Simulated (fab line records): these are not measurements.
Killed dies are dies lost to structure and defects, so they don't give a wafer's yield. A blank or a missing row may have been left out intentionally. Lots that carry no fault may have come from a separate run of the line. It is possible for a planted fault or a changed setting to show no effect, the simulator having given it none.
Which of the tools did it? + flow gf180mcu + 11 lots with 33 wafers sampled at 5 steps, on a route of 602 steps

== WHAT THE GAUGES SHOWED, per wafer ==
GF_TOP_METAL_RS_MEAS_05: measurement is done with a four-point probe.
| lot  | measured     | on            | TOP_METAL_ALCU_RS (ohm/sq) |
|------|--------------|---------------|----------------------------|
| L623 | day 29 03:14 | film metro-01 | 0.0325 0.0323 0.0336       |
| L624 | day 29 06:35 | film metro-01 | 9.6448 9.7304 9.6408       |
| L625 | day 29 09:12 | film metro-04 | 9.6802 9.6729 9.7561       |
| L634 | day 31 22:19 | film metro-04 | 0.0331 0.0335 0.0333       |
| L635 | day 32 06:59 | film metro-01 | 0.0334 0.0327 0.0335       |
| L636 | day 32 10:25 | film metro-04 | 0.0327 0.0337 0.0335       |
| L637 | day 32 17:59 | film metro-04 | 0.0324 0.0321 0.0321       |
| L638 | day 33 00:43 | film metro-01 | 0.0331 0.0331 0.0321       |
| L639 | day 33 02:55 | film metro-04 | 0.0324 0.0335 0.0330       |
| L641 | day 33 17:11 | film metro-03 | 0.0329 0.0333 0.0334       |
| L643 | day 34 08:34 | film metro-04 | 0.0334 0.0334 0.0328       |

GF_TOP_METAL_THK_MEAS_06: measures by xrf.
| lot  | measured     | on            | TOP_METAL_ALCU_THK (nm) |
|------|--------------|---------------|-------------------------|
| L623 | day 29 03:22 | film metro-01 | 917 923 886             |
| L624 | day 29 06:41 | film metro-01 | <0 <0 <0                |
| L625 | day 29 09:17 | film metro-04 | <0 <0 <0                |
| L634 | day 31 22:25 | film metro-04 | 885 878 885             |
| L635 | day 32 07:06 | film metro-01 | 890 910 896             |
| L636 | day 32 10:32 | film metro-04 | 901 875 875             |
| L637 | day 32 18:07 | film metro-04 | 911 913 917             |
| L638 | day 33 00:50 | film metro-01 | 907 903 927             |
| L639 | day 33 03:02 | film metro-04 | 908 880 892             |
| L641 | day 33 17:17 | film metro-03 | 904 891 889             |
| L643 | day 34 08:41 | film metro-04 | 882 884 903             |

== TOOL THAT RAN EACH LOT (tool first, then ch and the chambers of the sampled wafers, then the start) ==
| lot  | GF_V5_CVD_02                    | GF_V5_SPUTTER_21             | GF_TOP_METAL_SPUTTER_02      |
|------|---------------------------------|------------------------------|------------------------------|
| L623 | pecvd-03 ch 0,1, day 28 04:41   | pvd sputter-03, day 29 02:20 | pvd sputter-01, day 29 03:09 |
| L624 | pecvd-04 ch 0,1,2, day 28 07:28 | pvd sputter-01, day 29 05:31 | pvd sputter-01, day 29 06:28 |
| L625 | pecvd-03 ch 0,1,2, day 28 10:08 | pvd sputter-03, day 29 08:07 | pvd sputter-02, day 29 09:03 |
| L634 | pecvd-04 ch 1,2, day 31 02:02   | pvd sputter-01, day 31 21:17 | pvd sputter-02, day 31 22:11 |
| L635 | pecvd-04 ch 0,2, day 31 10:50   | pvd sputter-04, day 32 06:04 | pvd sputter-01, day 32 06:53 |
| L636 | pecvd-03 ch 0,1,2, day 31 14:41 | pvd sputter-03, day 32 09:26 | pvd sputter-01, day 32 10:19 |
| L637 | pecvd-02 ch 0,1, day 31 22:26   | pvd sputter-01, day 32 17:05 | pvd sputter-03, day 32 17:54 |
| L638 | pecvd-02 ch 1,2, day 32 05:49   | pvd sputter-03, day 32 23:49 | pvd sputter-02, day 33 00:38 |
| L639 | pecvd-02 ch 0,2, day 32 08:13   | pvd sputter-03, day 33 02:00 | pvd sputter-02, day 33 02:49 |
| L641 | pecvd-04 ch 0,1,2, day 32 22:35 | pvd sputter-04, day 33 16:14 | pvd sputter-03, day 33 17:04 |
| L643 | pecvd-02 ch 1,2, day 33 14:43   | pvd sputter-03, day 34 07:38 | pvd sputter-02, day 34 08:28 |
- GF_V5_CVD_02: deposits SiO2 from TEOS, target thk 1450 nm, time 163.28 s.
- GF_V5_SPUTTER_21: material Ti, target thk 15 nm, time 80.02 s.
- GF_TOP_METAL_SPUTTER_02: material AlCu, target thk 900 nm, time 47.82 s.

== AS READ BY THE TOOLS THEMSELVES (means over the sampled wafers that have a number; for cases with no such wafer, the mark the record gives instead) ==
GF_V5_CVD_02.
| lot  | tool     | heater power w (W) |
|------|----------|--------------------|
| L623 | pecvd-03 | 578                |
| L624 | pecvd-04 | 744                |
| L625 | pecvd-03 | 519                |
| L634 | pecvd-04 | 710                |
| L635 | pecvd-04 | 727                |
| L636 | pecvd-03 | 552                |
| L637 | pecvd-02 | 560                |
| L638 | pecvd-02 | 721                |
| L639 | pecvd-02 | 679                |
| L641 | pecvd-04 | 734                |
| L643 | pecvd-02 | 739                |

GF_V5_SPUTTER_21.
| lot  | tool           | cathode dc power W (W) | chamber pressure pa (Pa) | substrate temp c (C) | throttle valve pct (%) |
|------|----------------|------------------------|--------------------------|----------------------|------------------------|
| L623 | pvd sputter-03 | 2500.1                 | 4.985                    | 199.99               | 30.7                   |
| L624 | pvd sputter-01 | 2499.9                 | 4.998                    | 199.88               | 30.8                   |
| L625 | pvd sputter-03 | 2499.9                 | 4.996                    | 199.99               | 30.3                   |
| L634 | pvd sputter-01 | 2500.1                 | 5.007                    | 199.83               | 30.9                   |
| L635 | pvd sputter-04 | 2500.3                 | 4.993                    | 199.84               | 29.8                   |
| L636 | pvd sputter-03 | 2499.9                 | 5.000                    | 200.16               | 30.1                   |
| L637 | pvd sputter-01 | 2500.2                 | 4.996                    | 200.00               | 30.1                   |
| L638 | pvd sputter-03 | 2499.5                 | 5.006                    | 199.96               | 30.3                   |
| L639 | pvd sputter-03 | 2499.9                 | 4.998                    | 200.00               | 30.8                   |
| L641 | pvd sputter-04 | 2499.9                 | 4.993                    | 199.95               | 28.8                   |
| L643 | pvd sputter-03 | 2499.9                 | 5.006                    | 199.94               | 30.7                   |

GF_TOP_METAL_SPUTTER_02.
| lot  | tool           | cathode dc power W (W) | chamber pressure pa (Pa) | substrate temp c (C) | throttle valve pct (%) |
|------|----------------|------------------------|--------------------------|----------------------|------------------------|
| L623 | pvd sputter-01 | 10600                  | 0.3003                   | 249.95               | 30.7                   |
| L624 | pvd sputter-01 | -                      | -                        | -                    | -                      |
| L625 | pvd sputter-02 | -                      | -                        | -                    | -                      |
| L634 | pvd sputter-02 | 10600                  | 0.2999                   | 249.95               | 30.8                   |
| L635 | pvd sputter-01 | 10598                  | 0.2996                   | 249.96               | 30.6                   |
| L636 | pvd sputter-01 | 10602                  | 0.3005                   | 250.05               | 30.9                   |
| L637 | pvd sputter-03 | 10598                  | 0.3001                   | 249.96               | 29.5                   |
| L638 | pvd sputter-02 | 10599                  | 0.3003                   | 250.14               | 30.0                   |
| L639 | pvd sputter-02 | 10600                  | 0.2997                   | 249.93               | 30.7                   |
| L641 | pvd sputter-03 | 10599                  | 0.3000                   | 249.88               | 30.0                   |
| L643 | pvd sputter-02 | 10601                  | 0.2998                   | 250.06               | 30.9                   |

== THE ANSWER, worked out from the rows above alone ==
Rule: the usual values come from the lots themselves. Put in order of their means at a reading, lots are off if they are a third of the lots or fewer, leave a main group of 4 or more, and stand apart from it by a gap of 3 or more times the standard deviation of the main group's means; of several such gaps the widest counts. Not used: any main group whose means are identical at the precision the tables above print for the reading. Also off: a lot with no number at a reading for which 4 or more lots have one. The other lots that the step has rows for count as sound. First the gauges in route order, then the tools' own readings, where a lot's mean is used as printed above. At the first step where some lot is off, the reading lying furthest off is the one used; lots without a number count as furthest.
Off: at GF_TOP_METAL_RS_MEAS_05 (TOP_METAL_ALCU_RS), L624, L625. Main group: mean 0.0330 ohm/sq, sd 0.00034.
A tool fits if, at a process step before that reading, it ran every lot that is off, and no sound lot after the first of them. Not tried: the gauges at GF_TOP_METAL_RS_MEAS_05; whatever is off there is also off at GF_TOP_METAL_SPUTTER_02, on other tools, and gauge error can't account for it. Of those tried, none fits.

== WHAT THE SIMULATOR HAD PUT IN ==
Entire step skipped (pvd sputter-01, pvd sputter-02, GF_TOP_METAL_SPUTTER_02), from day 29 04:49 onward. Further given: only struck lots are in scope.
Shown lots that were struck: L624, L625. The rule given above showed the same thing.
